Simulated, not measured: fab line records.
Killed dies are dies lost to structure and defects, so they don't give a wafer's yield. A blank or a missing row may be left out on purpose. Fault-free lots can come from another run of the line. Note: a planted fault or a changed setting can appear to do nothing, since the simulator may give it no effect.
Comparing a struck lot with a sound one | flow sky130 | 18 out of 708 route steps
Sound: wafers L871.2, L871.5, L871.6. Struck: wafers L883.1, L883.4, L883.6. The cause is named last.
Each step with rows lists, per side, the tool, then ch with its chambers, then its first start. Under that, the readings that differ: sound wafers | struck wafers | difference of the means | sigmas: that difference in standard deviations of wafers without a fault.
alike: words and numbers the same on both sides, and readings whose means are apart by under 2 such deviations; not compared: readings that were withheld, readings missing a value for some wafer, numbers with overlapping values and no deviation given by the record, and bounds like >300 which may hide the same value.
A row with sigmas, a row that says differs or no value, or rows on one side alone: a step with any of these is where the two part. Numbers that don't overlap but have no deviation are shown without sigmas and don't part them. A reading missing from all wafers of one side parts the sides only when that side holds two or more wafers.

first, 3 steps without rows for these wafers: SKY_VT_ADJUST_HVTP_EXPOSE_04 (exposes mask HVTPM, target cd 380 nm); SKY_VT_ADJUST_HVTP_PEB_05; SKY_VT_ADJUST_HVTP_DEVELOP_06 (develop time 60 s).
SKY_VT_ADJUST_HVTP_CD_MEAS_07: target cd 380 nm.
  sound on cd_sem-01, day 6 17:30; struck on cd_sem-01, day 9 18:16
  alike: cd_nm
SKY_VT_ADJUST_HVTP_OVL_MEAS_08:
  sound on overlay-01, day 6 17:36; struck on overlay-02, day 9 18:23
  alike: VT_ADJUST_HVTP_OVL
then, 1 step without rows for these wafers: SKY_VT_ADJUST_HVTP_IMPLANT_09.
SKY_VT_ADJUST_HVTP_STRIP_10: strips in O2/N2.
  sound on plasma_asher-04 ch 0,1, day 6 17:47; struck on plasma_asher-01 ch 0,1, day 9 18:34
  alike: drypump_motor_current_A, oes_product_au, strip_time_to_endpoint_s
  not compared: rf_hours_counter_h
SKY_VT_ADJUST_HVTP_TW_MEAS_11:
  sound on film_metro-01, day 6 17:53; struck on film_metro-03, day 9 18:40
  alike: VT_ADJUST_HVTP_TW
then, 4 steps without rows for these wafers: SKY_VT_ADJUST_LVTN_DEHYDRATE_00 (time 60 s); SKY_VT_ADJUST_LVTN_HMDS_01 (prime time 60 s); SKY_VT_ADJUST_LVTN_COAT_02 (resist thk 3000 nm); SKY_VT_ADJUST_LVTN_SOFTBAKE_03.
SKY_VT_ADJUST_LVTN_EXPOSE_04: exposes mask NWM COMPLEMENT LESS NATIVE, target cd 840 nm.
  sound on iline_stepper-02 ch 0, day 7 03:09; struck on iline_stepper-02 ch 0, day 10 05:26
  reading                                | sound                | struck            | difference | sigmas
  model.VT_ADJUST_LVTN.overlay_x_nm (nm) | 0.1344 0.1344 0.1344 | 198.8 198.8 198.8 | +198.7     |
  alike: mask, focus_offset_nm
then, 2 steps without rows for these wafers: SKY_VT_ADJUST_LVTN_PEB_05; SKY_VT_ADJUST_LVTN_DEVELOP_06 (develop time 60 s).
SKY_VT_ADJUST_LVTN_OVL_MEAS_07:
  sound on overlay-01, day 7 12:08; struck on overlay-01, day 10 16:38
  reading                 | sound         | struck            | difference | sigmas
  VT_ADJUST_LVTN_OVL (nm) | -1.5 0.6 -2.7 | 196.9 199.3 198.6 | +199.5     | +99 or more
then, 1 step without rows for these wafers: SKY_VT_ADJUST_LVTN_IMPLANT_08.
-- the record jumps here: 39 days lie between the struck wafers' starts before and after (it left off in module VT_ADJUST_LVTN and takes up again in module PAD_OPEN, whose first step shown is number 708 of the route) --
SKY_PAD_OPEN_PROBE_99:
  sound on prober-01, day 46 10:50; struck on prober-02, day 49 07:13
  reading                                    | sound                   | struck                  | difference | sigmas
  killed_at_M4_up                            | 2 3 3                   | 6 8 7                   | +4         | +2
  killed_at_front_end                        | 18 18 16                | 31 23 29                | +10        | +2
  killed_dies                                | 87 87 84                | 105 105 111             | +21        | +2
  model.etest.sram_pfet_latch.off_log10_a_um | -12.47 -12.58 -12.48    | -11.83 -12.35 -12.26    | +0.36      |
  model.etest.sram_pfet_latch.vt_sat_v (V)   | -0.7666 -0.7776 -0.7545 | -0.7002 -0.7358 -0.7142 | +0.0495    |
  model.etest.sram_pfet_latch.vt_v (V)       | -0.8962 -0.9046 -0.8879 | -0.8468 -0.8786 -0.8643 | +0.0330    |
  alike: killed_at_M0_to_M3, killed_at_contacts, killed_at_other, killed_open, killed_short

== WHERE THEY PART ==
At SKY_VT_ADJUST_LVTN_OVL_MEAS_07 first; at SKY_PAD_OPEN_PROBE_99 last (within this record only).

WHY: the cause the simulator had injected
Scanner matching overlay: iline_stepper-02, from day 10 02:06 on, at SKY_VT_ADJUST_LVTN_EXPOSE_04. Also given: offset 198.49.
